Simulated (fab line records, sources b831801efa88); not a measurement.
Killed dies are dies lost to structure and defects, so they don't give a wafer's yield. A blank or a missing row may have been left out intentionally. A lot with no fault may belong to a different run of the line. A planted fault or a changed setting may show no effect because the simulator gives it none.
fab line records	flow sky130
[record] lots = 24	wafers = 72	lastDay = 50
route steps=708 shown LOCAL_INTERCONNECT@402 CONTACT@425 METAL2@486 METAL3@534
lots that met no fault: from a run of the same line without faults
startH: hours from the record's first day to the start of the lot's first wafer shown	waitH: how many hours have passed since the lot's step before this one	" as in the row above	L1.1+2: one row covering several wafers at once	- no value, or no start was given	* or withheld: withheld	< > ~ a bound
route shown NAME@n: a module of which the file shows steps, and the number in the route of the first	usual: mean/standard deviation taken from wafers without a fault	same: alike in all rows	chamber/n: place in a boat	sites: readings site by site	_std_site: the standard deviation of these	_edge_site: inner sites' mean taken away from outer sites' mean	radiusMm: how far each site lies from the wafer's centre	mask NAME#n: copy n	behind: tool/chamber where the wafer was last shaped	hold: cause of the lot's hold/its duration in hours/its outcome	device: whichever transistor did not switch (one of n, p or np)	end of line: at the end of the route, the tests of the same wafers	where a step has no rows: the recipe by itself	killed: at the first sort, the dies lost to defects and structure; wafer yield is something else	map: shows each die of a wafer: x if killed, . if not, _ if none is there
set.NAME: the setting as run; set.NAME@STEP: as run at that earlier step	model.NAME: the simulator's own value behind a step, which no gauge read
one table for each step of the route and one row for each wafer, over a sample of lots
services: the hour from which a tool's chamber was out of use, counted from the record's first day as startH (under 0 if before that day), plus the number of hours and why
[[steps]]
[step SKY_LOCAL_INTERCONNECT_STRIP_15]
[recipe] chemistry = O2/N2	powerW = 1400	pressureMtorr = 1500	platenTempC = withheld	o2FlowSccm = 3000	n2FlowSccm = 300	overashFraction = 0.5
[usual] drypumpMotorCurrentA = 5.5/0.32	oesProductAu = 0.427/0.0045	stripTimeToEndpointS = 4.721/0.02
lot.wafer	tool	chamber	startH	waitH	drypumpMotorCurrentA	oesProductAu	rfHoursCounterH	stripTimeToEndpointS
L074.2	plasmaAsher-01	0	698.22	0.0	5.5	0.428	89	4.712
L074.3	"	0	"	"	5.5	0.430	-	4.721
L074.4	"	1	"	"	5.9	0.423	-	4.724
L075.3	plasmaAsher-03	0	708.68	0.1	5.4	0.424	-	4.728
L075.4	"	1	"	"	5.5	0.426	-	4.724
L075.5	"	0	"	"	5.4	0.429	-	4.749
L076.1	plasmaAsher-02	1	715.71	0.1	5.0	0.425	29	4.731
L076.2	"	0	"	"	6.0	0.427	29	4.708
L076.6	"	1	"	"	5.0	0.424	-	4.755
L077.1	plasmaAsher-03	1	721.32	0.0	5.5	0.427	60	4.713
L077.5	"	1	"	"	5.5	0.426	-	4.716
L077.6	"	0	"	"	5.4	0.430	-	4.739
L078.1	plasmaAsher-02	0	729.97	0.0	6.0	0.427	30	4.743
L078.2	"	1	"	"	5.0	0.425	30	4.712
L078.3	"	1	"	"	5.0	0.424	-	4.730
L079.2	plasmaAsher-01	0	772.74	0.0	5.5	0.427	96	4.728
L079.5	"	0	"	"	5.5	0.428	-	4.737
L079.6	"	1	"	"	5.9	0.417	-	4.718
L080.1	plasmaAsher-03	0	774.80	0.1	5.4	0.423	65	4.707
L080.3	"	0	"	"	5.4	0.421	-	4.704
L080.4	"	1	"	"	5.5	0.425	-	4.725
L081.1	plasmaAsher-03	0	776.12	0.1	5.4	0.424	66	4.757
L081.3	"	0	"	"	5.4	0.432	-	4.718
L081.4	"	1	"	"	5.5	0.417	-	4.714
L082.2	plasmaAsher-01	0	778.25	0.1	5.5	0.430	97	4.733
L082.5	"	1	"	"	5.9	0.424	-	4.718
L082.6	"	0	"	"	5.5	0.432	-	4.713
L084.1	plasmaAsher-01	0	781.86	0.1	5.5	0.422	98	4.732
L084.3	"	1	"	"	5.9	0.428	-	4.751
L084.6	"	1	"	"	5.9	0.428	-	4.750
L083.1	plasmaAsher-03	0	785.09	0.0	5.4	0.428	67	4.724
L083.3	"	0	"	"	5.4	0.426	-	4.724
L083.6	"	1	"	"	5.5	0.430	-	4.720
L086.1	plasmaAsher-02	1	798.54	0.0	5.0	0.424	37	4.746
L086.2	"	0	"	"	6.0	0.429	37	4.729
L086.6	"	0	"	"	6.0	0.434	-	4.751
L085.4	plasmaAsher-02	0	804.79	0.1	6.0	0.430	-	4.727
L085.5	"	0	"	"	6.0	0.433	-	4.748
L085.6	"	1	"	"	5.0	0.431	-	4.743
L087.2	plasmaAsher-01	1	808.07	0.0	5.9	0.421	100	4.741
L087.4	"	0	"	"	5.5	0.432	-	4.700
L087.5	"	0	"	"	5.5	0.427	-	4.741
L088.1	plasmaAsher-03	1	824.56	0.1	5.5	0.426	70	4.709
L088.4	"	1	"	"	5.5	0.427	-	4.697
L088.5	"	1	"	"	5.5	0.421	-	4.681
L089.2	plasmaAsher-02	0	847.78	0.1	6.0	0.424	42	4.659
L089.5	"	1	"	"	5.0	0.424	-	4.671
L089.6	"	0	"	"	6.0	0.430	-	4.708
L092.3	plasmaAsher-02	1	859.47	0.1	5.0	0.430	-	4.712
L092.4	"	0	"	"	6.0	0.418	-	4.729
L092.5	"	0	"	"	5.9	0.427	-	4.734
L091.1	plasmaAsher-03	0	859.76	0.1	5.4	0.425	74	4.709
L091.3	"	1	"	"	5.5	0.425	-	4.714
L091.5	"	1	"	"	5.5	0.427	-	4.703
L090.1	plasmaAsher-02	0	860.20	0.1	6.0	0.428	43	4.707
L090.5	"	0	"	"	6.0	0.422	-	4.689
L090.6	"	1	"	"	5.0	0.421	-	4.694
L093.2	plasmaAsher-03	0	870.96	0.1	5.4	0.420	75	4.696
L093.3	"	1	"	"	5.5	0.440	-	4.728
L093.4	"	0	"	"	5.4	0.430	-	4.712
L094.1	plasmaAsher-01	0	876.20	0.0	5.5	0.422	107	4.706
L094.4	"	0	"	"	5.5	0.428	-	4.748
L094.5	"	0	"	"	5.5	0.423	-	4.702
L095.3	plasmaAsher-03	0	884.42	0.1	5.4	0.435	-	4.720
L095.4	"	1	"	"	5.5	0.429	-	4.717
L095.5	"	1	"	"	5.5	0.430	-	4.713
L096.1	plasmaAsher-02	1	884.97	0.0	5.0	0.431	45	4.702
L096.3	"	1	"	"	5.1	0.419	-	4.698
L096.5	"	0	"	"	6.0	0.429	-	4.731
L097.1	plasmaAsher-03	1	905.36	0.0	5.5	0.437	78	4.747
L097.2	"	0	"	"	5.4	0.424	78	4.731
L097.3	"	0	"	"	5.4	0.421	-	4.752
[step SKY_CONTACT_STRIP_19]
[recipe] chemistry = O2/N2	powerW = 1400	pressureMtorr = 1500	platenTempC = withheld	o2FlowSccm = 3000	n2FlowSccm = 300	overashFraction = 0.5
[usual] drypumpMotorCurrentA = 5.7/0.35	oesProductAu = 0.385/0.0045	stripTimeToEndpointS = 3.709/0.023
lot.wafer	tool	chamber	startH	waitH	drypumpMotorCurrentA	oesProductAu	rfHoursCounterH	stripTimeToEndpointS
L074.2	plasmaAsher-01	1	726.71	-	5.9	0.387	91	3.691
L074.3	"	1	"	"	5.9	0.391	-	3.706
L074.4	"	0	"	"	5.5	0.389	-	3.725
L075.3	plasmaAsher-01	0	738.49	-	5.5	0.378	-	3.737
L075.4	"	1	"	"	5.9	0.374	-	3.724
L075.5	"	0	"	"	5.5	0.386	-	3.722
L076.1	plasmaAsher-04	0	744.70	-	5.8	0.383	0	3.718
L076.2	"	1	"	"	5.8	0.374	0	3.732
L076.6	"	1	"	"	5.8	0.390	-	3.717
L077.1	plasmaAsher-02	0	749.50	-	6.0	0.388	32	3.719
L077.5	"	0	"	"	6.0	0.380	-	3.701
L077.6	"	1	"	"	5.0	0.390	-	3.751
L078.1	plasmaAsher-01	1	756.95	-	5.9	0.386	95	3.737
L078.2	"	0	"	"	5.5	0.392	95	3.716
L078.3	"	0	"	"	5.5	0.386	-	3.731
L079.2	plasmaAsher-02	0	801.00	-	6.0	0.388	37	3.698
L079.5	"	0	"	"	6.0	0.391	-	3.721
L079.6	"	1	"	"	5.0	0.382	-	3.712
L080.1	plasmaAsher-04	0	802.92	-	5.9	0.379	5	3.702
L080.3	"	1	"	"	5.8	0.395	-	3.715
L080.4	"	0	"	"	5.8	0.381	-	3.675
L081.1	plasmaAsher-01	0	803.80	-	5.5	0.378	100	3.742
L081.3	"	0	"	"	5.5	0.382	-	3.730
L081.4	"	1	"	"	5.9	0.384	-	3.710
L082.2	plasmaAsher-01	0	806.25	-	5.5	0.389	100	3.698
L082.5	"	1	"	"	5.9	0.385	-	3.674
L082.6	"	0	"	"	5.5	0.380	-	3.725
L084.1	plasmaAsher-01	1	809.71	-	5.9	0.389	100	3.685
L084.3	"	1	"	"	5.9	0.380	-	3.712
L084.6	"	1	"	"	5.9	0.386	-	3.706
L083.1	plasmaAsher-04	1	813.35	-	5.8	0.375	6	3.671
L083.3	"	1	"	"	5.8	0.392	-	3.726
L083.6	"	0	"	"	5.9	0.389	-	3.691
L086.1	plasmaAsher-04	1	825.85	-	5.8	0.383	7	3.732
L086.2	"	0	"	"	5.8	0.385	7	3.749
L086.6	"	0	"	"	5.8	0.393	-	3.700
L085.4	plasmaAsher-02	0	833.19	-	6.0	0.381	-	3.675
L085.5	"	0	"	"	6.0	0.389	-	3.741
L085.6	"	1	"	"	5.0	0.385	-	3.710
L087.2	plasmaAsher-01	0	835.00	-	5.5	0.382	103	3.711
L087.4	"	1	"	"	5.9	0.379	-	3.701
L087.5	"	0	"	"	5.5	0.388	-	3.699
L088.1	plasmaAsher-02	0	851.75	-	6.0	0.386	42	3.709
L088.4	"	1	"	"	5.0	0.381	-	3.720
L088.5	"	0	"	"	5.9	0.386	-	3.738
L089.2	plasmaAsher-02	1	874.20	-	5.0	0.380	44	3.695
L089.5	"	0	"	"	6.0	0.385	-	3.713
L089.6	"	1	"	"	5.0	0.382	-	3.707
L092.3	plasmaAsher-02	1	886.10	-	5.0	0.383	-	3.692
L092.4	"	0	"	"	6.0	0.382	-	3.647
L092.5	"	1	"	"	5.0	0.385	-	3.691
L091.1	plasmaAsher-04	1	887.21	-	5.8	0.387	14	3.695
L091.3	"	0	"	"	5.8	0.383	-	3.696
L091.5	"	1	"	"	5.8	0.392	-	3.701
L090.1	plasmaAsher-01	1	887.41	-	5.9	0.388	108	3.708
L090.5	"	0	"	"	5.5	0.385	-	3.740
L090.6	"	1	"	"	5.9	0.381	-	3.705
L093.2	plasmaAsher-04	0	898.35	-	5.8	0.379	15	3.693
L093.3	"	1	"	"	5.8	0.381	-	3.698
L093.4	"	0	"	"	5.8	0.386	-	3.722
L094.1	plasmaAsher-02	0	903.30	-	6.0	0.388	47	3.687
L094.4	"	1	"	"	5.0	0.387	-	3.710
L094.5	"	0	"	"	6.0	0.378	-	3.677
L095.3	plasmaAsher-01	0	911.53	-	5.5	0.392	-	3.701
L095.4	"	1	"	"	5.9	0.391	-	3.706
L095.5	"	0	"	"	5.5	0.386	-	3.704
L096.1	plasmaAsher-02	1	911.91	-	5.0	0.391	48	3.771
L096.3	"	0	"	"	6.0	0.380	-	3.749
L096.5	"	1	"	"	5.0	0.383	-	3.729
L097.1	plasmaAsher-02	0	931.66	-	6.0	0.385	50	3.715
L097.2	"	1	"	"	5.0	0.390	50	3.718
L097.3	"	1	"	"	5.0	0.394	-	3.675
[step SKY_CONTACT_CVD_24]
[recipe] material = W	targetThkNm = 340	timeS = 102.12	tempC = 400	pressureTorr = 40
[usual] heaterPowerW = 764/74
lot.wafer	tool	chamber	startH	waitH	heaterPowerW
L074.2	cvdW-01	1	727.40	0.0	708
L074.3	"	0	"	"	823
L074.4	"	1	"	"	710
L075.3	cvdW-02	1	739.21	0.1	831
L075.4	"	0	"	"	663
L075.5	"	1	"	"	856
L076.1	cvdW-02	1	745.35	0.0	829
L076.2	"	0	"	"	680
L076.6	"	0	"	"	669
L077.1	cvdW-02	1	750.15	0.0	828
L077.5	"	0	"	"	670
L077.6	"	1	"	"	848
L078.1	cvdW-02	1	757.61	0.0	841
L078.2	"	0	"	"	668
L078.3	"	1	"	"	856
L079.2	cvdW-01	0	801.65	0.0	825
L079.5	"	1	"	"	742
L079.6	"	0	"	"	813
L080.1	cvdW-02	1	803.57	0.0	830
L080.3	"	1	"	"	829
L080.4	"	0	"	"	651
L081.1	cvdW-01	1	804.45	0.0	750
L081.3	"	0	"	"	800
L081.4	"	1	"	"	752
L082.2	cvdW-01	1	806.99	0.0	730
L082.5	"	0	"	"	832
L082.6	"	1	"	"	720
L084.1	cvdW-01	0	810.45	0.0	809
L084.3	"	0	"	"	831
L084.6	"	0	"	"	809
L083.1	cvdW-02	1	814.00	0.0	845
L083.3	"	0	"	"	658
L083.6	"	0	"	"	667
L086.1	cvdW-02	1	826.50	0.0	828
L086.2	"	0	"	"	662
L086.6	"	0	"	"	672
L085.4	cvdW-02	1	833.85	0.0	836
L085.5	"	1	"	"	829
L085.6	"	0	"	"	669
L087.2	cvdW-02	1	835.66	0.0	849
L087.4	"	0	"	"	682
L087.5	"	0	"	"	662
L088.1	cvdW-01	0	852.43	0.0	834
L088.4	"	0	"	"	830
L088.5	"	1	"	"	752
L089.2	cvdW-02	0	874.85	0.0	664
L089.5	"	0	"	"	669
L089.6	"	1	"	"	832
L092.3	cvdW-02	1	886.79	0.1	843
L092.4	"	0	"	"	678
L092.5	"	0	"	"	669
L091.1	cvdW-02	1	887.86	0.0	849
L091.3	"	1	"	"	867
L091.5	"	0	"	"	680
L090.1	cvdW-01	1	888.08	0.0	747
L090.5	"	1	"	"	736
L090.6	"	0	"	"	832
L093.2	cvdW-01	0	899.00	0.0	841
L093.3	"	0	"	"	826
L093.4	"	1	"	"	750
L094.1	cvdW-01	0	903.95	0.0	812
L094.4	"	0	"	"	844
L094.5	"	0	"	"	827
L095.3	cvdW-02	1	912.19	0.1	839
L095.4	"	0	"	"	682
L095.5	"	0	"	"	675
L096.1	cvdW-02	0	912.56	0.0	674
L096.3	"	0	"	"	682
L096.5	"	0	"	"	665
L097.1	cvdW-01	1	932.32	0.0	708
L097.2	"	0	"	"	721
L097.3	"	1	"	"	706
[step SKY_METAL2_SPUTTER_03]
[recipe] material = Ti	targetThkNm = 5	powerW = 3000	timeS = 3.3	chamberPressurePa = 0.4
[usual] throttleValvePct = 29.5/0.9
lot.wafer	tool	chamber	startH	waitH	throttleValvePct
L074.2	pvdSputter-02	-	784.18	0.0	29.3
L074.3	"	-	"	"	29.3
L074.4	"	-	"	"	29.3
L075.3	pvdSputter-01	-	796.05	0.0	30.7
L075.4	"	-	"	"	29.4
L075.5	"	-	"	"	29.0
L076.1	pvdSputter-02	-	802.09	0.0	29.2
L076.2	"	-	"	"	30.2
L076.6	"	-	"	"	29.1
L077.1	pvdSputter-02	-	808.58	0.0	29.4
L077.5	"	-	"	"	29.2
L077.6	"	-	"	"	29.8
L078.1	pvdSputter-01	-	814.92	0.0	30.9
L078.2	"	-	"	"	29.4
L078.3	"	-	"	"	29.4
L079.2	pvdSputter-01	-	858.70	0.0	29.4
L079.5	"	-	"	"	29.1
L079.6	"	-	"	"	30.7
L080.1	pvdSputter-02	-	859.37	0.0	30.0
L080.3	"	-	"	"	29.4
L080.4	"	-	"	"	29.2
L081.1	pvdSputter-01	-	860.47	0.0	30.9
L081.3	"	-	"	"	29.4
L081.4	"	-	"	"	28.9
L082.2	pvdSputter-04	-	862.85	0.0	30.6
L082.5	"	-	"	"	30.0
L082.6	"	-	"	"	29.7
L084.1	pvdSputter-04	-	865.02	0.0	27.2
L084.3	"	-	"	"	30.1
L084.6	"	-	"	"	30.8
L083.1	pvdSputter-02	-	870.22	0.0	29.4
L083.3	"	-	"	"	29.1
L083.6	"	-	"	"	29.1
L086.1	pvdSputter-04	-	882.17	0.0	30.0
L086.2	"	-	"	"	30.1
L086.6	"	-	"	"	30.6
L085.4	pvdSputter-02	-	888.82	0.0	29.1
L085.5	"	-	"	"	30.2
L085.6	"	-	"	"	29.1
L087.2	pvdSputter-04	-	890.85	0.0	30.2
L087.4	"	-	"	"	30.0
L087.5	"	-	"	"	30.6
L088.1	pvdSputter-04	-	907.30	0.0	30.6
L088.4	"	-	"	"	29.9
L088.5	"	-	"	"	30.2
L089.2	pvdSputter-02	-	929.15	0.0	30.1
L089.5	"	-	"	"	29.2
L089.6	"	-	"	"	30.4
L092.3	pvdSputter-02	-	940.64	0.0	29.3
L092.4	"	-	"	"	29.0
L092.5	"	-	"	"	30.3
L091.1	pvdSputter-02	-	941.29	0.0	29.5
L091.3	"	-	"	"	29.3
L091.5	"	-	"	"	29.2
L090.1	pvdSputter-01	-	941.65	0.0	30.8
L090.5	"	-	"	"	28.9
L090.6	"	-	"	"	30.7
L093.2	pvdSputter-04	-	952.90	0.0	27.1
L093.3	"	-	"	"	30.1
L093.4	"	-	"	"	30.1
L094.1	pvdSputter-02	-	956.23	0.0	29.1
L094.4	"	-	"	"	29.2
L094.5	"	-	"	"	29.2
L095.3	pvdSputter-04	-	965.09	0.0	30.0
L095.4	"	-	"	"	30.8
L095.5	"	-	"	"	27.2
L096.1	pvdSputter-02	-	965.57	0.0	29.1
L096.3	"	-	"	"	29.5
L096.5	"	-	"	"	29.2
L097.1	pvdSputter-04	-	984.75	0.0	29.9
L097.2	"	-	"	"	30.2
L097.3	"	-	"	"	30.7
[step SKY_METAL3_SPUTTER_02]
[recipe] material = AlCu	targetThkNm = 735	powerW = 10600	timeS = 39.1	chamberPressurePa = 0.4
[usual] throttleValvePct = 29.8/1.3
lot.wafer	tool	chamber	startH	waitH	throttleValvePct
L074.2	pvdSputter-04	-	840.29	0.0	27.1
L074.3	"	-	"	"	29.9
L074.4	"	-	"	"	30.2
L075.3	pvdSputter-03	-	850.34	0.0	31.8
L075.4	"	-	"	"	30.0
L075.5	"	-	"	"	29.2
L076.1	pvdSputter-01	-	856.58	0.0	30.5
L076.2	"	-	"	"	29.7
L076.6	"	-	"	"	29.7
L077.1	pvdSputter-01	-	863.53	0.0	29.3
L077.5	"	-	"	"	29.4
L077.6	"	-	"	"	29.5
L078.1	pvdSputter-03	-	870.60	0.0	29.4
L078.2	"	-	"	"	30.3
L078.3	"	-	"	"	27.8
L079.2	pvdSputter-03	-	913.07	0.0	30.1
L079.5	"	-	"	"	27.9
L079.6	"	-	"	"	31.8
L080.1	pvdSputter-03	-	913.78	0.0	30.0
L080.3	"	-	"	"	29.4
L080.4	"	-	"	"	27.8
L081.1	pvdSputter-04	-	914.30	0.0	27.0
L081.3	"	-	"	"	29.9
L081.4	"	-	"	"	30.0
L082.2	pvdSputter-03	-	916.96	0.0	29.6
L082.5	"	-	"	"	29.5
L082.6	"	-	"	"	30.3
L084.1	pvdSputter-03	-	918.78	0.0	27.8
L084.3	"	-	"	"	31.9
L084.6	"	-	"	"	30.1
L083.1	pvdSputter-03	-	923.92	0.0	30.2
L083.3	"	-	"	"	29.2
L083.6	"	-	"	"	27.9
L086.1	pvdSputter-03	-	935.69	0.0	29.6
L086.2	"	-	"	"	27.7
L086.6	"	-	"	"	30.2
L085.4	pvdSputter-03	-	942.17	0.0	31.9
L085.5	"	-	"	"	31.9
L085.6	"	-	"	"	28.1
L087.2	pvdSputter-01	-	942.86	0.0	30.5
L087.4	"	-	"	"	29.0
L087.5	"	-	"	"	29.1
L088.1	pvdSputter-01	-	960.59	0.0	31.1
L088.4	"	-	"	"	29.7
L088.5	"	-	"	"	30.6
L089.2	pvdSputter-03	-	979.14	0.0	29.6
L089.5	"	-	"	"	29.5
L089.6	"	-	"	"	31.9
L092.3	pvdSputter-03	-	993.74	0.0	27.8
L092.4	"	-	"	"	30.2
L092.5	"	-	"	"	32.1
L091.1	pvdSputter-03	-	994.34	0.0	29.2
L091.3	"	-	"	"	32.1
L091.5	"	-	"	"	32.1
L090.1	pvdSputter-04	-	994.92	0.0	30.2
L090.5	"	-	"	"	30.0
L090.6	"	-	"	"	30.2
L093.2	pvdSputter-01	-	1000.74	0.0	29.2
L093.3	"	-	"	"	30.8
L093.4	"	-	"	"	29.8
L094.1	pvdSputter-04	-	1005.14	0.0	30.6
L094.4	"	-	"	"	29.8
L094.5	"	-	"	"	27.0
L095.3	pvdSputter-01	-	1015.98	0.0	29.5
L095.4	"	-	"	"	29.4
L095.5	"	-	"	"	29.5
L096.1	pvdSputter-04	-	1016.30	0.0	30.2
L096.3	"	-	"	"	27.2
L096.5	"	-	"	"	29.9
L097.1	pvdSputter-04	-	1033.33	0.0	29.9
L097.2	"	-	"	"	30.3
L097.3	"	-	"	"	30.9
[step SKY_METAL3_SPUTTER_04]
[recipe] material = TiN	targetThkNm = 70	powerW = 6500	timeS = 58.3	chamberPressurePa = 0.4
[usual] throttleValvePct = 29.8/1.3
lot.wafer	tool	chamber	startH	waitH	throttleValvePct
L074.2	pvdSputter-04	-	840.35	0.0	27.1
L074.3	"	-	"	"	30.0
L074.4	"	-	"	"	30.0
L075.3	pvdSputter-03	-	850.40	0.0	32.1
L075.4	"	-	"	"	29.9
L075.5	"	-	"	"	29.5
L076.1	pvdSputter-01	-	856.64	0.0	31.0
L076.2	"	-	"	"	29.6
L076.6	"	-	"	"	29.7
L077.1	pvdSputter-01	-	863.59	0.0	29.3
L077.5	"	-	"	"	29.7
L077.6	"	-	"	"	29.5
L078.1	pvdSputter-03	-	870.65	0.0	29.3
L078.2	"	-	"	"	30.2
L078.3	"	-	"	"	28.0
L079.2	pvdSputter-03	-	913.13	0.0	30.2
L079.5	"	-	"	"	27.8
L079.6	"	-	"	"	31.9
L080.1	pvdSputter-03	-	913.84	0.0	30.3
L080.3	"	-	"	"	29.3
L080.4	"	-	"	"	27.8
L081.1	pvdSputter-04	-	914.35	0.0	27.1
L081.3	"	-	"	"	30.0
L081.4	"	-	"	"	30.2
L082.2	pvdSputter-03	-	917.02	0.0	29.4
L082.5	"	-	"	"	29.8
L082.6	"	-	"	"	30.1
L084.1	pvdSputter-03	-	918.84	0.0	27.7
L084.3	"	-	"	"	32.2
L084.6	"	-	"	"	30.1
L083.1	pvdSputter-03	-	923.97	0.0	30.0
L083.3	"	-	"	"	29.5
L083.6	"	-	"	"	28.0
L086.1	pvdSputter-03	-	935.75	0.0	29.5
L086.2	"	-	"	"	28.1
L086.6	"	-	"	"	30.1
L085.4	pvdSputter-03	-	942.23	0.0	31.9
L085.5	"	-	"	"	31.9
L085.6	"	-	"	"	27.8
L087.2	pvdSputter-01	-	942.92	0.0	30.6
L087.4	"	-	"	"	29.2
L087.5	"	-	"	"	29.2
L088.1	pvdSputter-01	-	960.65	0.0	30.7
L088.4	"	-	"	"	29.5
L088.5	"	-	"	"	30.4
L089.2	pvdSputter-03	-	979.20	0.0	29.4
L089.5	"	-	"	"	29.5
L089.6	"	-	"	"	32.1
L092.3	pvdSputter-03	-	993.80	0.0	27.8
L092.4	"	-	"	"	30.2
L092.5	"	-	"	"	31.9
L091.1	pvdSputter-03	-	994.40	0.0	29.5
L091.3	"	-	"	"	31.7
L091.5	"	-	"	"	32.1
L090.1	pvdSputter-04	-	994.98	0.0	30.2
L090.5	"	-	"	"	29.7
L090.6	"	-	"	"	30.1
L093.2	pvdSputter-01	-	1000.79	0.0	29.1
L093.3	"	-	"	"	30.9
L093.4	"	-	"	"	29.4
L094.1	pvdSputter-04	-	1005.19	0.0	30.8
L094.4	"	-	"	"	30.0
L094.5	"	-	"	"	27.2
L095.3	pvdSputter-01	-	1016.04	0.0	29.4
L095.4	"	-	"	"	29.6
L095.5	"	-	"	"	29.5
L096.1	pvdSputter-04	-	1016.36	0.0	30.1
L096.3	"	-	"	"	27.1
L096.5	"	-	"	"	30.0
L097.1	pvdSputter-04	-	1033.39	0.0	30.0
L097.2	"	-	"	"	30.0
L097.3	"	-	"	"	30.7
[[services]]
tool	chamber	startH	hours	kind
pvdSputter-02	-	714.69	1.1	repair
plasmaAsher-04	-	733.75	9.0	pm
plasmaAsher-04	-	753.24	5.1	repair
cvdW-02	-	753.96	1.9	repair
pvdSputter-04	-	757.59	7.3	repair
plasmaAsher-03	-	761.43	2.8	pm
plasmaAsher-04	-	762.97	3.7	repair
plasmaAsher-02	-	775.78	2.8	pm
cvdW-01	1	784.27	2.7	repair
pvdSputter-04	-	799.92	4.6	repair
pvdSputter-01	-	837.86	1.5	repair
cvdW-02	-	846.09	1.1	repair
pvdSputter-02	-	850.07	1.9	repair
plasmaAsher-02	-	874.32	1.9	repair
cvdW-01	-	904.06	14.0	pm
plasmaAsher-01	-	914.66	2.6	repair
pvdSputter-04	-	925.17	3.5	repair
pvdSputter-02	-	952.47	1.6	repair
pvdSputter-03	-	969.74	1.6	repair
cvdW-02	-	979.00	2.8	pm
cvdW-02	-	981.99	28.1	pm
cvdW-01	-	1009.18	0.9	repair
pvdSputter-01	-	1020.04	27.1	repair
pvdSputter-03	-	1025.82	4.5	repair
[[key]]
fault none
